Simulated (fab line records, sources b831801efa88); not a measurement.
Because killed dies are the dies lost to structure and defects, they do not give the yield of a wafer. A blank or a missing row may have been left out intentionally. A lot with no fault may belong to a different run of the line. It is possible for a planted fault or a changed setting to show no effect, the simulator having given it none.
fab line records	flow sky130
[record] lots = 11	wafers = 33	lastDay = 50
route steps=708 shown METAL3@569 VIA3@597 METAL4@599 CAP2M@607 PAD_OPEN@708
lots that met no fault: taken from a fault-free run of the same line
startH: hours from the record's first day to the start of the lot's first wafer shown	waitH: hours elapsed since this lot's preceding step	" unchanged from the row above	L1.1+2: several wafers, shown together as one row	- no value, or no start given	* or withheld: withheld	< > ~ a bound
route shown NAME@n: names a module that has steps shown in the file, with the first one's number in the route	usual: average and standard deviation across the fault-free wafers	same: alike in all rows	chamber/n: place in a boat	sites: per-site readings	_std_site: the standard deviation of these	_edge_site: the outer-site mean with the inner-site mean subtracted	radiusMm: for every site, how far away it sits from the centre of the wafer	mask NAME#n: copy n	behind: the last tool/chamber to shape the wafer	hold: why the lot went on hold/how many hours it stayed there/how the hold came to an end	device: which transistor (n, p or np) failed to switch	end of line: tests run on the same wafers once the route is complete	a step without rows: its recipe alone	killed: not the wafer's yield, but the dies lost to structure and defects at the first sort	map: a wafer's dies, marking killed ones x, the rest . and places with no die _
set.NAME: the setting that was run; set.NAME@STEP: the one run at that earlier step	model.NAME: the simulator's own value behind a step, which no gauge read
route steps across a sampled set of lots; one table per step, one row per wafer
services: from which hour (startH, from the record's first day; less than 0 if before it) a tool's chamber was out of use, for how many hours, and why
[[steps]]
[step SKY_METAL3_STRIP_19]
[recipe] chemistry = O2/N2	powerW = 1400	pressureMtorr = 1500	platenTempC = withheld	o2FlowSccm = 3000	n2FlowSccm = 300	overashFraction = 0.5
[usual] drypumpMotorCurrentA = 5.5/0.39	oesProductAu = 0.502/0.007	stripTimeToEndpointS = 6.55/0.14
lot.wafer	tool	chamber	startH	waitH	drypumpMotorCurrentA	oesProductAu	rfHoursCounterH	stripTimeToEndpointS
L460.2	plasmaAsher-01	0	909.29	0.1	5.7	0.510	48	6.68
L460.3	"	1	"	"	5.7	0.507	-	6.71
L460.6	"	1	"	"	5.7	0.508	-	6.59
L463.3	plasmaAsher-04	0	933.42	0.1	6.0	0.505	-	6.63
L463.4	"	1	"	"	5.0	0.499	-	6.57
L463.6	"	0	"	"	6.0	0.510	-	6.62
L464.1	plasmaAsher-04	0	942.10	0.1	6.0	0.498	20	6.65
L464.3	"	1	"	"	5.0	0.506	-	6.63
L464.4	"	0	"	"	6.0	0.498	-	6.65
L465.2	plasmaAsher-03	0	948.94	0.1	5.0	0.513	117	6.49
L465.3	"	1	"	"	5.9	0.507	-	6.62
L465.4	"	0	"	"	5.1	0.499	-	6.60
L467.1	plasmaAsher-01	1	961.74	0.1	5.6	0.500	54	6.60
L467.2	"	0	"	"	5.7	0.506	54	6.65
L467.4	"	0	"	"	5.7	0.510	-	6.62
L472.1	plasmaAsher-01	1	1000.71	0.1	5.6	0.497	58	6.59
L472.2	"	0	"	"	5.7	0.512	58	6.65
L472.5	"	1	"	"	5.6	0.512	-	6.60
L474.2	plasmaAsher-01	1	1015.53	0.2	5.6	0.499	59	6.55
L474.4	"	1	"	"	5.6	0.504	-	6.60
L474.5	"	1	"	"	5.7	0.508	-	6.58
L475.1	plasmaAsher-04	0	1020.91	0.1	5.9	0.497	28	6.38
L475.3	"	0	"	"	6.0	0.498	-	6.41
L475.5	"	0	"	"	6.0	0.492	-	6.37
L477.3	plasmaAsher-03	0	1029.24	0.1	5.1	0.486	-	6.29
L477.4	"	1	"	"	5.9	0.496	-	6.38
L477.6	"	0	"	"	5.1	0.488	-	6.36
L480.3	plasmaAsher-03	1	1043.22	0.1	5.9	0.509	-	6.65
L480.5	"	1	"	"	5.9	0.508	-	6.66
L480.6	"	0	"	"	5.0	0.507	-	6.66
L481.2	plasmaAsher-04	0	1050.09	0.1	6.0	0.503	31	6.62
L481.4	"	0	"	"	6.0	0.513	-	6.63
L481.6	"	0	"	"	6.0	0.494	-	6.67
[step SKY_VIA3_CMP_24]
[recipe] stopOn = SiO2	tOverpolishS = 20	downForcePsi = 3.5	platenRpm = 60	targetThkNm = 0	padVelocityMS = 0.94248
[usual] motorCurrentA = 11.1/0.73	overpolishRunS = 20.000/0.0094	retainingRingPressureFrac = 1.000/0.0051	timeToEndpointS = 96/3.6
lot.wafer	tool	chamber	startH	waitH	motorCurrentA	overpolishRunS	retainingRingPressureFrac	timeToEndpointS
L460.2	cmp-01	3	936.75	0.1	11.0	20.004	1.006	93
L460.3	"	0	"	"	10.9	20.004	0.995	90
L460.6	"	2	"	"	10.0	19.992	0.992	94
L463.4	cmp-02	1	959.99	0.1	12.2	19.991	1.001	100
L463.3	"	3	"	"	10.7	20.003	1.001	100
L463.6	"	1	"	"	11.7	19.994	1.005	94
L464.4	cmp-01	0	968.59	0.4	10.8	19.991	0.989	96
L464.3	"	1	"	"	11.3	19.979	1.002	93
L464.1	"	3	"	"	11.2	19.994	0.999	98
L465.3	cmp-02	0	974.99	0.1	11.8	20.007	0.997	94
L465.4	"	1	"	"	11.3	20.011	1.003	99
L465.2	"	2	"	"	10.2	20.004	1.003	97
L467.2	cmp-02	1	987.87	0.0	11.8	20.000	1.008	90
L467.4	"	2	"	"	10.1	20.004	0.996	95
L467.1	"	0	"	"	12.2	20.011	1.012	99
L472.1	cmp-01	1	1026.84	0.3	12.1	20.011	1.001	94
L472.2	"	3	"	"	11.1	19.998	0.994	94
L472.5	"	1	"	"	11.7	20.003	1.000	94
L474.4	cmp-02	2	1040.39	0.1	11.2	20.002	0.990	95
L474.2	"	3	"	"	11.2	20.017	0.991	98
L474.5	"	0	"	"	11.5	19.989	1.006	101
L475.3	cmp-02	0	1045.89	0.1	12.1	19.997	1.004	100
L475.1	"	1	"	"	12.0	20.006	0.995	99
L475.5	"	3	"	"	10.9	20.002	0.999	94
L477.4	cmp-02	1	1053.65	0.0	12.2	20.014	0.998	98
L477.3	"	3	"	"	11.3	20.014	0.996	95
L477.6	"	2	"	"	10.6	20.006	1.003	96
L480.3	cmp-02	2	1067.24	0.1	11.0	20.000	0.996	98
L480.5	"	1	"	"	11.5	20.002	0.999	101
L480.6	"	2	"	"	10.2	19.987	0.991	95
L481.4	cmp-02	1	1073.77	0.1	11.6	19.994	1.005	96
L481.2	"	2	"	"	10.4	20.004	1.009	98
L481.6	"	2	"	"	10.4	19.983	1.006	95
[step SKY_METAL4_SPUTTER_01]
[recipe] material = TiN	targetThkNm = 20	powerW = 6500	timeS = 16.7	chamberPressurePa = 0.4
[usual] cathodeDcPowerW = 6500.2/1.2	chamberPressurePa = 0.3998/0.00087	throttleValvePct = 29.5/0.95
lot.wafer	tool	chamber	startH	waitH	cathodeDcPowerW	chamberPressurePa	throttleValvePct
L460.2	pvdSputter-02	-	936.97	0.0	6501.5	0.4012	29.3
L460.3	"	-	"	"	6501.5	0.3997	29.6
L460.6	"	-	"	"	6499.9	0.4002	29.8
L463.3	pvdSputter-04	-	960.27	0.0	-	-	-
L463.4	"	-	"	"	-	-	-
L463.6	"	-	"	"	-	-	-
L464.1	pvdSputter-04	-	968.91	0.0	-	-	-
L464.3	"	-	"	"	-	-	-
L464.4	"	-	"	"	-	-	-
L465.2	pvdSputter-04	-	975.26	0.0	-	-	-
L465.3	"	-	"	"	-	-	-
L465.4	"	-	"	"	-	-	-
L467.1	pvdSputter-02	-	988.19	0.0	6499.8	0.4011	29.4
L467.2	"	-	"	"	6499.5	0.3996	27.7
L467.4	"	-	"	"	6499.6	0.3984	29.5
L472.1	pvdSputter-04	-	1027.11	0.0	6499.9	0.3995	30.2
L472.2	"	-	"	"	6500.0	0.4007	29.8
L472.5	"	-	"	"	6500.3	0.3997	30.2
L474.2	pvdSputter-02	-	1040.61	0.0	6499.8	0.3988	29.5
L474.4	"	-	"	"	6501.2	0.3995	29.3
L474.5	"	-	"	"	6500.6	0.3996	27.7
L475.1	pvdSputter-02	-	1046.11	0.0	6500.0	0.4003	29.5
L475.3	"	-	"	"	6500.0	0.4003	29.5
L475.5	"	-	"	"	6500.7	0.3998	27.6
L477.3	pvdSputter-04	-	1053.97	0.0	6501.9	0.4000	29.9
L477.4	"	-	"	"	6500.4	0.4006	28.8
L477.6	"	-	"	"	6500.3	0.3995	30.1
L480.3	pvdSputter-04	-	1067.52	0.0	6499.6	0.4006	29.5
L480.5	"	-	"	"	6499.1	0.3997	28.7
L480.6	"	-	"	"	6498.4	0.4002	30.0
L481.2	pvdSputter-04	-	1074.10	0.0	6501.1	0.3995	30.1
L481.4	"	-	"	"	6499.6	0.4003	28.8
L481.6	"	-	"	"	6501.2	0.3994	29.0
[step SKY_CAP2M_THK_MEAS_04]
[recipe] thkMeasGauge = xrf	reads = TiN_of_CAP2M_SPUTTER_02
[usual] CAP2M_TIN_THK = 197.9/2.2
lot.wafer	tool	chamber	startH	waitH	CAP2M_TIN_THK[nm]
L460.2	filmMetro-04	-	937.43	0.1	197.8
L460.3	"	-	"	"	197.5
L460.6	"	-	"	"	195.9
L463.3	filmMetro-04	-	960.74	0.1	198.3
L463.4	"	-	"	"	197.5
L463.6	"	-	"	"	198.7
L464.1	filmMetro-04	-	969.35	0.1	198.4
L464.3	"	-	"	"	196.7
L464.4	"	-	"	"	197.5
L465.2	filmMetro-04	-	975.71	0.1	200.0
L465.3	"	-	"	"	201.7
L465.4	"	-	"	"	200.5
L467.1	filmMetro-02	-	988.64	0.1	198.2
L467.2	"	-	"	"	198.7
L467.4	"	-	"	"	195.1
L472.1	filmMetro-03	-	1027.56	0.1	200.1
L472.2	"	-	"	"	200.4
L472.5	"	-	"	"	201.7
L474.2	filmMetro-03	-	1041.06	0.1	195.4
L474.4	"	-	"	"	195.4
L474.5	"	-	"	"	194.2
L475.1	filmMetro-02	-	1046.56	0.1	198.8
L475.3	"	-	"	"	201.1
L475.5	"	-	"	"	199.4
L477.3	filmMetro-04	-	1054.43	0.1	200.2
L477.4	"	-	"	"	199.0
L477.6	"	-	"	"	201.4
L480.3	filmMetro-04	-	1068.05	0.1	198.3
L480.5	"	-	"	"	197.3
L480.6	"	-	"	"	199.3
L481.2	filmMetro-04	-	1074.55	0.1	200.5
L481.4	"	-	"	"	197.8
L481.6	"	-	"	"	199.9
[step SKY_PAD_OPEN_PROBE_99]
[usual] defectLimitedYield = 82.2/2.2	killed_at_M0_to_M3 = 45/7.1	killed_at_M4_up = 3.0/1.8	killedAtContacts = 24/5.4	killedAtFrontEnd = 16/4.9	killedAtOther = 0.3/0.63	killedDies = 88/11	killedOpen = 47/7.4	killedShort = 40/7	sort_bin_3_pad_short = 1.0/0.43	sort_bin_5_function = 10.6/1.7	sort_bin_6_memory = 6.3/1.1	sortNPass = 404/11	sortYieldPct = 82.2/2.2
[same] grossDies = 492	killedAtBackSide = 0	sort_bin_4_leakage[%] = 0	sort_bin_8_speed[%] = 0
lot.wafer	tool	chamber	startH	waitH	defectLimitedYield[%]	killed_at_M0_to_M3	killed_at_M4_up	killedAtContacts	killedAtFrontEnd	killedAtOther	killedDies	killedOpen	killedShort	sort_bin_3_pad_short[%]	sort_bin_5_function[%]	sort_bin_6_memory[%]	sortNPass	sortYieldPct[%]
L463.3	prober-01	-	1101.00	0.2	80.9	45	2	31	16	0	94	52	40	0.8	12.0	6.3	398	80.9
L463.4	prober-01	-	1101.05	0.2	81.9	44	2	29	14	0	89	49	38	0.6	11.6	5.9	403	81.9
L463.6	prober-01	-	1101.15	0.2	76.8	52	5	39	18	0	114	61	53	1.2	13.6	8.3	378	76.8
// killed by level:class
L463.3 VIA1:geometricParticle:open=12 CONTACT:geometricParticle:open=8 POLY_GATE:geometricParticle:open=7 LI_CONTACT:geometricParticle:open=7 VIA3:geometricParticle:short=7 METAL1:geometricParticle:short=7 CONTACT:geometricParticle:short=6 VIA3:geometricParticle:open=6
L463.4 CONTACT:geometricParticle:open=15 VIA1:geometricParticle:open=11 VIA3:geometricParticle:open=6 VIA1:geometricParticle:short=5 FIELD_ISO:geometricParticle:short=4 LI_CONTACT:geometricParticle:open=4 CONTACT:geometricParticle:short=4 METAL2:geometricParticle:short=4
L463.6 CONTACT:geometricParticle:open=15 VIA1:geometricParticle:open=11 VIA1:geometricParticle:short=10 LI_CONTACT:geometricParticle:open=8 POLY_GATE:geometricParticle:open=7 CONTACT:geometricParticle:short=7 VIA2:geometricParticle:open=7 METAL1:geometricParticle:short=6
[[services]]
tool	chamber	startH	hours	kind
plasmaAsher-01	-	886.27	11.5	repair
plasmaAsher-04	-	888.23	1.2	repair
plasmaAsher-04	-	895.32	0.3	repair
plasmaAsher-03	-	910.96	3.8	repair
cmp-02	-	912.28	4.0	pm
cmp-02	-	916.28	-	consumableReplace:conditioner
plasmaAsher-01	-	921.40	2.8	pm
pvdSputter-02	-	930.75	5.9	repair
pvdSputter-04	-	943.24	5.2	repair
cmp-01	-	945.18	1.9	repair
pvdSputter-04	-	945.85	2.0	repair
pvdSputter-02	-	970.92	0.8	repair
plasmaAsher-01	-	1001.45	5.4	repair
cmp-01	-	1002.77	0.5	repair
cmp-01	-	1007.35	0.9	repair
pvdSputter-02	-	1012.24	4.2	repair
cmp-02	-	1017.92	1.8	repair
cmp-01	-	1025.25	1.5	repair
pvdSputter-02	-	1036.83	2.9	repair
plasmaAsher-01	-	1038.69	1.6	repair
pvdSputter-04	-	1046.41	2.3	repair
plasmaAsher-04	-	1052.34	10.4	repair
plasmaAsher-03	-	1055.25	9.0	pm
cmp-01	-	1065.04	5.6	pm
[[key]]
[firstSign] step = SKY_METAL4_SPUTTER_01	reading = toolRecord	direction = missing
effect none on later readings
metAt SKY_METAL4_SPUTTER_01
struckLots L463,L464,L465
notActingAt SKY_METAL3_STRIP_19,SKY_VIA3_CMP_24,SKY_CAP2M_THK_MEAS_04
[fault] kind = skippedStepWhole	tool = pvdSputter-04	chamber = -	onsetH = 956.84	steps = SKY_METAL4_SPUTTER_01	scope = struckLotsOnly
